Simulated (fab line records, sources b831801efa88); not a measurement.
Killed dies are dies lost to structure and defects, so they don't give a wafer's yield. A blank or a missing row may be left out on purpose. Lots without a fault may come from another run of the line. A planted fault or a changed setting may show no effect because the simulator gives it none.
Which tool did it? | flow gf180mcu | 12 lots, 36 wafers sampled, at 6 steps of a route of 602

WHAT THE GAUGES READ, wafer by wafer
GF_V1_THK_MEAS_01.
lot  | measured     | on            | V1_CVD_00_THK (nm)
L301 | day 17 05:27 | film_metro-01 | 609 607 611
L303 | day 18 03:23 | film_metro-03 | 597 596 592
L304 | day 18 15:40 | film_metro-02 | 600 606 596
L305 | day 18 16:44 | film_metro-02 | 605 597 608
L306 | day 18 21:26 | film_metro-01 | 601 604 605
L307 | day 19 07:16 | film_metro-01 | 616 601 610
L311 | day 20 19:46 | film_metro-01 | 599 612 606
L315 | day 23 00:56 | film_metro-02 | 594 593 591
L316 | day 23 12:35 | film_metro-02 | 598 596 585
L317 | day 24 06:03 | film_metro-02 | 602 601 603
L319 | day 24 22:43 | film_metro-02 | 603 599 614
L320 | day 25 04:05 | film_metro-01 | 594 591 594

GF_V3_THK_MEAS_01.
lot  | measured     | on            | V3_CVD_00_THK (nm)
L301 | day 21 09:34 | film_metro-03 | 608 592 600
L303 | day 22 07:53 | film_metro-01 | 602 599 596
L304 | day 22 18:40 | film_metro-01 | 600 597 605
L305 | day 22 20:03 | film_metro-02 | 1206 1184 1197
L306 | day 23 02:07 | film_metro-02 | 1192 1190 1205
L307 | day 23 12:10 | film_metro-01 | 600 596 590
L311 | day 24 22:18 | film_metro-02 | 1184 1201 1187
L315 | day 26 21:35 | film_metro-03 | 603 586 599
L316 | day 27 08:11 | film_metro-02 | 587 602 596
L317 | day 28 00:49 | film_metro-01 | 594 594 596
L319 | day 28 15:46 | film_metro-01 | 594 597 599
L320 | day 28 18:49 | film_metro-02 | 597 599 595

GF_V3_BOW_MEAS_05.
lot  | measured     | on            | V3_BOW (um)
L301 | day 21 10:03 | film_metro-03 | 141 120 119
L303 | day 22 08:24 | film_metro-01 | 140 122 123
L304 | day 22 19:10 | film_metro-01 | 115 107 117
L305 | day 22 20:33 | film_metro-02 | 150 151 152
L306 | day 23 03:14 | film_metro-02 | 132 133 155
L307 | day 23 12:39 | film_metro-03 | 114 123 115
L311 | day 24 22:49 | film_metro-03 | 144 158 144
L315 | day 26 22:05 | film_metro-01 | 110 110 114
L316 | day 27 08:41 | film_metro-03 | 103 125 126
L317 | day 28 01:19 | film_metro-01 | 109 121 133
L319 | day 28 16:16 | film_metro-01 | 130 127 127
L320 | day 28 19:19 | film_metro-02 | 107 104 115

WHICH TOOL RAN EACH LOT (tool, then ch and the chambers of the sampled wafers, then the start)
lot  | GF_M2_SPUTTER_04             | GF_V2_SPUTTER_22             | GF_V3_CVD_00
L301 | pvd_sputter-01, day 18 06:25 | pvd_sputter-01, day 20 07:38 | hdpcvd-01 ch 0,1,2, day 21 09:29
L303 | pvd_sputter-01, day 19 04:16 | pvd_sputter-02, day 21 06:11 | hdpcvd-02 ch 0,1,2, day 22 07:47
L304 | pvd_sputter-01, day 19 16:29 | pvd_sputter-04, day 21 17:43 | hdpcvd-01 ch 0,1,2, day 22 18:35
L305 | pvd_sputter-04, day 19 17:34 | pvd_sputter-02, day 21 18:40 | hdpcvd-02 ch 0,1,2, day 22 19:44
L306 | pvd_sputter-04, day 19 23:04 | pvd_sputter-02, day 22 00:56 | hdpcvd-02 ch 0,1,2, day 23 01:49
L307 | pvd_sputter-04, day 20 08:58 | pvd_sputter-04, day 22 11:28 | hdpcvd-01 ch 0,2, day 23 12:05
L311 | pvd_sputter-01, day 21 21:43 | pvd_sputter-04, day 23 22:32 | hdpcvd-02 ch 0,1,2, day 24 21:58
L315 | pvd_sputter-01, day 24 01:43 | pvd_sputter-01, day 25 23:31 | hdpcvd-01 ch 0,1,2, day 26 21:29
L316 | pvd_sputter-04, day 24 13:09 | pvd_sputter-02, day 26 10:25 | hdpcvd-01 ch 0,1,2, day 27 08:06
L317 | pvd_sputter-01, day 25 05:55 | pvd_sputter-02, day 27 02:15 | hdpcvd-01 ch 0,1,2, day 28 00:44
L319 | pvd_sputter-04, day 25 22:28 | pvd_sputter-01, day 27 18:18 | hdpcvd-02 ch 0,1,2, day 28 15:41
L320 | pvd_sputter-03, day 26 03:39 | pvd_sputter-04, day 27 21:52 | hdpcvd-01 ch 0,2, day 28 18:44
- GF_M2_SPUTTER_04: material TiN, target thk 50 nm, time 41.7 s.
- GF_V2_SPUTTER_22: material TiN, target thk 10 nm, time 40 s.
- GF_V3_CVD_00: deposits SiO2, target thk 600 nm, time 100 s.

WHAT THE TOOLS THEMSELVES READ (means of the sampled wafers that have a number; where no wafer has one, the mark that the record gives instead)
GF_M2_SPUTTER_04.
lot  | tool           | throttle_valve_pct (%)
L301 | pvd_sputter-01 | 30.1
L303 | pvd_sputter-01 | 28.8
L304 | pvd_sputter-01 | 29.2
L305 | pvd_sputter-04 | 30.8
L306 | pvd_sputter-04 | 30.5
L307 | pvd_sputter-04 | 29.6
L311 | pvd_sputter-01 | 29.8
L315 | pvd_sputter-01 | 30.6
L316 | pvd_sputter-04 | 30.8
L317 | pvd_sputter-01 | 28.9
L319 | pvd_sputter-04 | 29.8
L320 | pvd_sputter-03 | 29.6

GF_V2_SPUTTER_22.
lot  | tool           | throttle_valve_pct (%)
L301 | pvd_sputter-01 | 29.2
L303 | pvd_sputter-02 | 28.5
L304 | pvd_sputter-04 | 31.0
L305 | pvd_sputter-02 | 29.4
L306 | pvd_sputter-02 | 29.0
L307 | pvd_sputter-04 | 30.6
L311 | pvd_sputter-04 | 29.9
L315 | pvd_sputter-01 | 30.1
L316 | pvd_sputter-02 | 29.3
L317 | pvd_sputter-02 | 29.3
L319 | pvd_sputter-01 | 28.7
L320 | pvd_sputter-04 | 30.5

THE ANSWER, worked out from the rows above alone
Rule: what is usual is taken from the lots themselves. Put in order of their means at a reading, lots are off if they are a third of the lots or fewer, leave a main group of 4 or more, and stand apart from it by a gap of 3 or more times the standard deviation of the main group's means; of several such gaps the widest counts. A main group whose means are all the same, to the digits that the tables above print for the reading, isn't used. A lot without any number at a reading at which 4 lots or more have one is off too. The other lots that the step has rows for count as sound. The gauges are gone through in route order, then the tools' own readings, and for those a lot's mean is taken as printed above. The first step at which some lot is off is used, and at that step the reading that is off furthest; a lot without a number counts as furthest.
Off: L305, L306, L311, at GF_V3_THK_MEAS_01 (V3_CVD_00_THK). The main group: mean 597 nm, standard deviation 2.1.
A tool fits if, at a process step before that reading, it ran every lot that is off, and no sound lot after the first of them. The gauges at GF_V3_THK_MEAS_01 are tried like those tools. None of those tried fits.

WHAT THE SIMULATOR HAD PUT IN
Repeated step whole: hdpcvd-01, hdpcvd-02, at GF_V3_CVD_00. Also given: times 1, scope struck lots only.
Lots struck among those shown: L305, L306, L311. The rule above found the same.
